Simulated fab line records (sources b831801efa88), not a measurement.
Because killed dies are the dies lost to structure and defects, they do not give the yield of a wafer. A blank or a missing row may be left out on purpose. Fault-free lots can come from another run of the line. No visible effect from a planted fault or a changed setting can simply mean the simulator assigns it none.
fab line records	flow sky130
record: lots: 13	wafers: 39	lastDay: 50
route steps=708 shown RES_PROTECT@214 POLY_GATE@227 LDD_N@253 LDD_P@265
lots that met no fault: taken from a fault-free run of the same line
startH: the number of hours between the record's first day and the start of the first shown wafer of the lot	waitH: hours from the lot's prior step to this one	" same as the row above	L1.1+2: a single row standing in for several wafers	- no value present, or no start provided	* or withheld: withheld	< > ~ a bound
route shown NAME@n: a module of which the file shows steps, and the number in the route of the first	usual: mean/standard deviation of fault-free wafers	same: alike in all rows	chamber/n: place in a boat	sites: per-site readings	_std_site: how widely they spread, as a standard deviation	_edge_site: inner sites' mean taken away from outer sites' mean	radiusMm: for every site, how far away it sits from the centre of the wafer	mask NAME#n: copy n	behind: tool/chamber where the wafer was last shaped	hold: cause of the lot's hold/its duration in hours/its outcome	device: the n, p or np transistor that did not switch	end of line: the same wafers' tests at the end of the route	step lacking rows: just its recipe	killed: not the wafer's yield, but the dies lost to structure and defects at the first sort	map: a wafer's dies, marking killed ones x, the rest . and places with no die _
set.NAME: the run value of the setting; set.NAME@STEP: its run value at that earlier step	model.NAME: the simulator's own value behind a step, which no gauge read
a sample of lots followed through the steps of the route, with each step as a table and each wafer as a row
services: when a tool's chamber went out of use (startH, in hours from the record's first day, below 0 if earlier), for how many hours, and the reason
== steps ==
step: SKY_RES_PROTECT_STRIP_07
recipe: chemistry: O2/N2	powerW: 1400	pressureMtorr: 1500	platenTempC: withheld	o2FlowSccm: 3000	n2FlowSccm: 300	overashFraction: 0.5
usual: drypumpMotorCurrentA: 5.8/0.31	oesProductAu: 0.517/0.0048	stripTimeToEndpointS: 23.29/0.034
lot.wafer	tool	chamber	startH	waitH	drypumpMotorCurrentA	oesProductAu	rfHoursCounterH	stripTimeToEndpointS
L165.1	plasmaAsher-04	1	341.68	0.1	6.2	0.520	66	23.27
L165.2	"	0	"	"	5.9	0.507	66	23.26
L165.5	"	0	"	"	5.9	0.520	-	23.27
L166.2	plasmaAsher-01	1	348.12	0.1	5.5	0.511	67	23.36
L166.3	"	1	"	"	5.5	0.514	-	23.31
L166.5	"	0	"	"	5.1	0.510	-	23.32
L167.3	plasmaAsher-02	0	352.32	0.1	5.7	0.521	-	23.29
L167.5	"	1	"	"	5.8	0.518	-	23.28
L167.6	"	0	"	"	5.7	0.513	-	23.27
L168.3	plasmaAsher-02	1	361.84	0.1	5.8	0.514	-	23.22
L168.4	"	0	"	"	5.7	0.520	-	23.27
L168.5	"	0	"	"	5.7	0.517	-	23.21
L171.1	plasmaAsher-04	0	390.31	0.1	5.8	0.517	71	23.31
L171.2	"	1	"	"	6.2	0.516	71	23.31
L171.3	"	1	"	"	6.3	0.521	-	23.35
L172.1	plasmaAsher-01	0	399.78	0.1	5.1	0.525	71	23.32
L172.5	"	1	"	"	5.4	0.530	-	23.26
L172.6	"	0	"	"	5.1	0.516	-	23.28
L173.1	plasmaAsher-01	1	401.68	0.1	5.5	0.512	71	23.33
L173.3	"	0	"	"	5.1	0.518	-	23.28
L173.4	"	1	"	"	5.5	0.512	-	23.30
L174.1	plasmaAsher-04	1	415.34	0.1	6.3	0.517	72	23.28
L174.4	"	0	"	"	5.9	0.529	-	23.30
L174.6	"	0	"	"	5.9	0.522	-	23.34
L175.4	plasmaAsher-02	1	431.44	0.1	5.8	0.510	-	23.32
L175.5	"	0	"	"	5.7	0.523	-	23.29
L175.6	"	1	"	"	5.8	0.518	-	23.29
L176.3	plasmaAsher-02	0	447.62	0.1	5.7	0.514	-	23.29
L176.4	"	1	"	"	5.8	0.507	-	23.30
L176.5	"	0	"	"	5.7	0.522	-	23.30
L177.1	plasmaAsher-02	1	451.73	0.1	5.8	0.518	62	23.34
L177.4	"	0	"	"	5.7	0.515	-	23.27
L177.5	"	1	"	"	5.8	0.523	-	23.29
L188.1	plasmaAsher-02	0	542.46	0.1	5.7	0.518	71	23.32
L188.4	"	0	"	"	5.7	0.521	-	23.35
L188.5	"	0	"	"	5.7	0.520	-	23.31
L187.1	plasmaAsher-04	0	543.21	0.1	5.9	0.521	11	23.24
L187.2	"	1	"	"	6.3	0.511	11	23.28
L187.4	"	0	"	"	5.9	0.521	-	23.28
step: SKY_POLY_GATE_CD_MEAS_13
recipe: targetCdNm: 150
usual: cdNm: 150.3/1.2
lot.wafer	tool	chamber	startH	waitH	cdNm
L165.1	cdSem-01	-	370.72	-	148.7
L165.2	"	-	"	"	150.4
L165.5	"	-	"	"	150.2
L166.2	cdSem-02	-	380.15	-	152.0
L166.3	"	-	"	"	151.8
L166.5	"	-	"	"	152.0
L167.3	cdSem-01	-	384.11	-	148.8
L167.5	"	-	"	"	148.9
L167.6	"	-	"	"	148.6
L168.3	cdSem-01	-	395.40	-	151.7
L168.4	"	-	"	"	151.2
L168.5	"	-	"	"	150.7
L171.1	cdSem-01	-	422.01	-	149.4
L171.2	"	-	"	"	148.6
L171.3	"	-	"	"	150.4
L172.1	cdSem-02	-	432.87	-	149.5
L172.5	"	-	"	"	151.7
L172.6	"	-	"	"	150.6
L173.1	cdSem-02	-	434.16	-	149.2
L173.3	"	-	"	"	149.6
L173.4	"	-	"	"	149.5
L174.1	cdSem-01	-	447.72	-	150.1
L174.4	"	-	"	"	150.7
L174.6	"	-	"	"	151.1
L175.4	cdSem-02	-	463.78	-	150.8
L175.5	"	-	"	"	149.7
L175.6	"	-	"	"	150.1
L176.3	cdSem-01	-	480.31	-	150.1
L176.4	"	-	"	"	150.4
L176.5	"	-	"	"	148.8
L177.1	cdSem-01	-	483.93	-	150.7
L177.4	"	-	"	"	150.4
L177.5	"	-	"	"	150.8
L188.1	cdSem-02	-	574.01	-	151.3
L188.4	"	-	"	"	150.9
L188.5	"	-	"	"	150.1
L187.1	cdSem-01	-	574.96	-	152.0
L187.2	"	-	"	"	152.3
L187.4	"	-	"	"	152.7
step: SKY_POLY_GATE_CD_MEAS_22
usual: cdNm: 149.9/2.2
lot.wafer	tool	chamber	startH	waitH	cdNm
L165.1	cdSem-01	-	373.23	0.1	146.3
L165.2	"	-	"	"	149.4
L165.5	"	-	"	"	149.9
L166.2	cdSem-02	-	382.12	0.1	152.8
L166.3	"	-	"	"	150.2
L166.5	"	-	"	"	151.3
L167.3	cdSem-01	-	386.03	0.1	147.2
L167.5	"	-	"	"	146.3
L167.6	"	-	"	"	148.4
L168.3	cdSem-02	-	399.14	0.1	154.4
L168.4	"	-	"	"	151.3
L168.5	"	-	"	"	154.9
L171.1	cdSem-02	-	424.47	0.1	148.3
L171.2	"	-	"	"	149.2
L171.3	"	-	"	"	145.8
L172.1	cdSem-01	-	435.53	0.1	151.3
L172.5	"	-	"	"	150.6
L172.6	"	-	"	"	151.6
L173.1	cdSem-01	-	436.78	0.1	149.0
L173.3	"	-	"	"	147.3
L173.4	"	-	"	"	149.0
L174.1	cdSem-02	-	451.51	0.1	150.0
L174.4	"	-	"	"	148.1
L174.6	"	-	"	"	152.3
L175.4	cdSem-01	-	466.04	0.1	148.1
L175.5	"	-	"	"	147.7
L175.6	"	-	"	"	150.2
L176.3	cdSem-02	-	482.18	0.1	147.8
L176.4	"	-	"	"	146.6
L176.5	"	-	"	"	152.3
L177.1	cdSem-02	-	485.79	0.1	149.6
L177.4	"	-	"	"	150.1
L177.5	"	-	"	"	149.9
L188.1	cdSem-02	-	576.61	0.1	149.8
L188.4	"	-	"	"	148.0
L188.5	"	-	"	"	148.8
L187.1	cdSem-02	-	576.82	0.1	153.6
L187.2	"	-	"	"	154.4
L187.4	"	-	"	"	153.1
step: SKY_LDD_N_STRIP_16
recipe: chemistry: O2/N2	powerW: 1400	pressureMtorr: 1500	platenTempC: withheld	o2FlowSccm: 3000	n2FlowSccm: 300	overashFraction: 0.5
usual: drypumpMotorCurrentA: 5.6/0.49	oesProductAu: 0.406/0.0048	stripTimeToEndpointS: 4.314/0.014
lot.wafer	tool	chamber	startH	waitH	drypumpMotorCurrentA	oesProductAu	rfHoursCounterH	stripTimeToEndpointS
L165.1	plasmaAsher-01	1	403.30	0.1	5.4	0.405	71	4.310
L165.2	"	0	"	"	5.1	0.414	71	4.311
L165.5	"	1	"	"	5.4	0.405	-	4.317
L166.2	plasmaAsher-03	1	412.45	0.1	4.8	0.400	28	4.312
L166.3	"	1	"	"	4.9	0.401	-	4.313
L166.5	"	1	"	"	4.8	0.411	-	4.316
L167.3	plasmaAsher-03	0	415.79	0.1	5.2	0.411	-	4.318
L167.5	"	0	"	"	5.3	0.400	-	4.332
L167.6	"	1	"	"	4.9	0.401	-	4.299
L168.3	plasmaAsher-01	1	429.78	0.1	5.4	0.402	-	4.288
L168.4	"	0	"	"	5.1	0.409	-	4.303
L168.5	"	1	"	"	5.5	0.399	-	4.316
L171.1	plasmaAsher-01	1	455.79	0.1	5.4	0.414	77	4.319
L171.2	"	0	"	"	5.1	0.405	77	4.301
L171.3	"	0	"	"	5.1	0.402	-	4.312
L172.1	plasmaAsher-04	0	467.15	0.1	5.8	0.402	4	4.321
L172.5	"	1	"	"	6.3	0.405	-	4.316
L172.6	"	0	"	"	5.8	0.412	-	4.332
L173.1	plasmaAsher-04	0	468.05	0.1	5.9	0.414	4	4.295
L173.3	"	1	"	"	6.3	0.407	-	4.302
L173.4	"	0	"	"	5.9	0.407	-	4.290
L174.1	plasmaAsher-01	0	483.04	0.1	5.1	0.405	80	4.341
L174.4	"	1	"	"	5.4	0.408	-	4.330
L174.6	"	1	"	"	5.4	0.409	-	4.335
L175.4	plasmaAsher-04	0	497.69	0.1	5.8	0.409	-	4.305
L175.5	"	0	"	"	5.8	0.413	-	4.323
L175.6	"	1	"	"	6.3	0.407	-	4.332
L176.3	plasmaAsher-04	0	514.29	0.1	5.9	0.409	-	4.312
L176.4	"	1	"	"	6.2	0.407	-	4.296
L176.5	"	0	"	"	5.9	0.404	-	4.306
L177.1	plasmaAsher-04	1	517.60	0.1	6.2	0.894	9	-
L177.4	"	0	"	"	5.8	0.896	-	-
L177.5	"	1	"	"	6.2	0.895	-	-
L188.1	plasmaAsher-01	1	606.75	0.1	5.5	0.396	91	4.286
L188.4	"	0	"	"	5.1	0.409	-	4.312
L188.5	"	1	"	"	5.4	0.409	-	4.295
L187.1	plasmaAsher-03	0	607.73	0.1	5.3	0.403	48	4.329
L187.2	"	1	"	"	4.9	0.405	48	4.329
L187.4	"	0	"	"	5.3	0.404	-	4.336
step: SKY_LDD_P_STRIP_10
recipe: chemistry: O2/N2	powerW: 1400	pressureMtorr: 1500	platenTempC: withheld	o2FlowSccm: 3000	n2FlowSccm: 300	overashFraction: 0.5
usual: drypumpMotorCurrentA: 5.7/0.39	oesProductAu: 0.716/0.0047	stripTimeToEndpointS: 14.19/0.043
lot.wafer	tool	chamber	startH	waitH	drypumpMotorCurrentA	oesProductAu	rfHoursCounterH	stripTimeToEndpointS
L165.1	plasmaAsher-04	1	433.14	0.1	6.2	0.715	0	14.15
L165.2	"	0	"	"	5.8	0.720	0	14.18
L165.5	"	0	"	"	5.9	0.704	-	14.15
L166.2	plasmaAsher-04	1	442.96	0.1	6.2	0.719	1	14.19
L166.3	"	0	"	"	5.8	0.714	-	14.16
L166.5	"	1	"	"	6.3	0.712	-	14.20
L167.3	plasmaAsher-02	1	446.76	0.1	5.8	0.715	-	14.11
L167.5	"	0	"	"	5.7	0.715	-	14.12
L167.6	"	1	"	"	5.8	0.712	-	14.19
L168.3	plasmaAsher-03	1	461.80	0.1	4.9	0.721	-	14.07
L168.4	"	0	"	"	5.3	0.712	-	14.09
L168.5	"	1	"	"	4.9	0.719	-	14.11
L171.1	plasmaAsher-02	0	487.09	0.1	5.7	0.718	66	14.25
L171.2	"	1	"	"	5.8	0.718	66	14.20
L171.3	"	1	"	"	5.8	0.711	-	14.26
L172.1	plasmaAsher-02	1	497.81	0.1	5.8	0.714	67	14.22
L172.5	"	1	"	"	5.8	0.709	-	14.15
L172.6	"	0	"	"	5.7	0.712	-	14.13
L173.1	plasmaAsher-02	1	499.16	0.1	5.8	0.718	67	14.26
L173.3	"	0	"	"	5.7	0.715	-	14.22
L173.4	"	1	"	"	5.8	0.718	-	14.27
L174.1	plasmaAsher-04	1	513.62	0.1	6.2	0.716	8	14.20
L174.4	"	0	"	"	5.8	0.715	-	14.20
L174.6	"	1	"	"	6.3	0.714	-	14.23
L175.4	plasmaAsher-02	0	528.27	0.1	5.7	0.724	-	14.16
L175.5	"	1	"	"	5.8	0.720	-	14.12
L175.6	"	0	"	"	5.7	0.718	-	14.15
L176.3	plasmaAsher-02	1	544.45	0.1	5.8	0.708	-	14.19
L176.4	"	0	"	"	5.7	0.717	-	14.21
L176.5	"	0	"	"	5.7	0.711	-	14.21
L177.1	plasmaAsher-03	1	548.26	0.1	4.8	0.717	42	16.10
L177.4	"	0	"	"	5.3	0.718	-	16.09
L177.5	"	0	"	"	5.3	0.715	-	16.12
L188.1	plasmaAsher-04	1	635.51	0.1	6.2	0.716	20	14.19
L188.4	"	0	"	"	5.9	0.716	-	14.20
L188.5	"	1	"	"	6.2	0.719	-	14.22
L187.1	plasmaAsher-04	0	636.79	0.1	5.8	0.712	20	14.15
L187.2	"	1	"	"	6.2	0.720	20	14.12
L187.4	"	0	"	"	5.8	0.717	-	14.14
step: SKY_LDD_P_TW_MEAS_11
usual: LDD_P_TW: 637/3.4
lot.wafer	tool	chamber	startH	waitH	LDD_P_TW
L165.1	filmMetro-01	-	433.24	0.1	642
L165.2	"	-	"	"	637
L165.5	"	-	"	"	641
L166.2	filmMetro-03	-	443.07	0.1	633
L166.3	"	-	"	"	634
L166.5	"	-	"	"	638
L167.3	filmMetro-01	-	446.84	0.1	642
L167.5	"	-	"	"	642
L167.6	"	-	"	"	641
L168.3	filmMetro-03	-	461.88	0.1	630
L168.4	"	-	"	"	632
L168.5	"	-	"	"	636
L171.1	filmMetro-01	-	487.19	0.1	641
L171.2	"	-	"	"	641
L171.3	"	-	"	"	643
L172.1	filmMetro-02	-	497.91	0.1	631
L172.5	"	-	"	"	634
L172.6	"	-	"	"	635
L173.1	filmMetro-02	-	499.26	0.1	636
L173.3	"	-	"	"	637
L173.4	"	-	"	"	636
L174.1	filmMetro-01	-	513.72	0.1	639
L174.4	"	-	"	"	636
L174.6	"	-	"	"	636
L175.4	filmMetro-01	-	528.37	0.1	637
L175.5	"	-	"	"	639
L175.6	"	-	"	"	635
L176.3	filmMetro-03	-	544.53	0.1	633
L176.4	"	-	"	"	634
L176.5	"	-	"	"	635
L177.1	filmMetro-03	-	548.36	0.1	30
L177.4	"	-	"	"	30
L177.5	"	-	"	"	30
L188.1	filmMetro-01	-	635.61	0.1	640
L188.4	"	-	"	"	642
L188.5	"	-	"	"	645
L187.1	filmMetro-02	-	636.89	0.1	641
L187.2	"	-	"	"	638
L187.4	"	-	"	"	640
== services ==
tool	chamber	startH	hours	kind
plasmaAsher-01	-	385.87	9.0	repair
plasmaAsher-04	-	391.16	14.6	pm
plasmaAsher-04	-	408.50	2.8	pm
plasmaAsher-04	-	421.25	9.0	pm
plasmaAsher-04	0	421.25	9.0	ventCycle
plasmaAsher-04	1	421.25	9.0	ventCycle
plasmaAsher-04	0	430.25	-	clean
plasmaAsher-04	1	430.25	-	clean
plasmaAsher-03	-	512.74	3.2	repair
plasmaAsher-01	-	559.89	14.6	pm
plasmaAsher-04	-	578.12	1.9	repair
plasmaAsher-04	-	599.83	4.3	repair
plasmaAsher-02	-	627.12	15.6	pm
== key ==
firstSign: step: SKY_LDD_N_STRIP_16	reading: oesProductAu	direction: up	sigmas: 99+	usual: 0.406	struck: 0.895
effect: step: SKY_LDD_P_STRIP_10	reading: stripTimeToEndpointS	direction: up	sigmas: 44	usual: *	struck: *
effect: step: SKY_LDD_P_TW_MEAS_11	reading: LDD_P_TW	direction: down	sigmas: 99+	usual: 637	struck: 30
metAt SKY_LDD_N_STRIP_16
struckLots L177
sortLeftOut L177.1,L177.4,L177.5
testerLeftOut L177
notActingAt SKY_RES_PROTECT_STRIP_07,SKY_POLY_GATE_CD_MEAS_13,SKY_POLY_GATE_CD_MEAS_22
onsetBetween 514.29 517.60
fault: kind: stripAborted	tool: plasmaAsher-04	chamber: -	onsetH: 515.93	steps: SKY_LDD_N_STRIP_16	offset: 0.87066	endH: 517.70
testerLeftOut: of these lots the tester's yield and bins aren't shown, on N5 and GAA mostly nor the transistor test; their killed dies are dies lost to structure and defects alone, not to doping, threshold or leakage, so they don't give the yield
sortLeftOut: the simulated sort isn't trusted on such a fault, so these wafers' sort isn't shown, and their yield isn't known
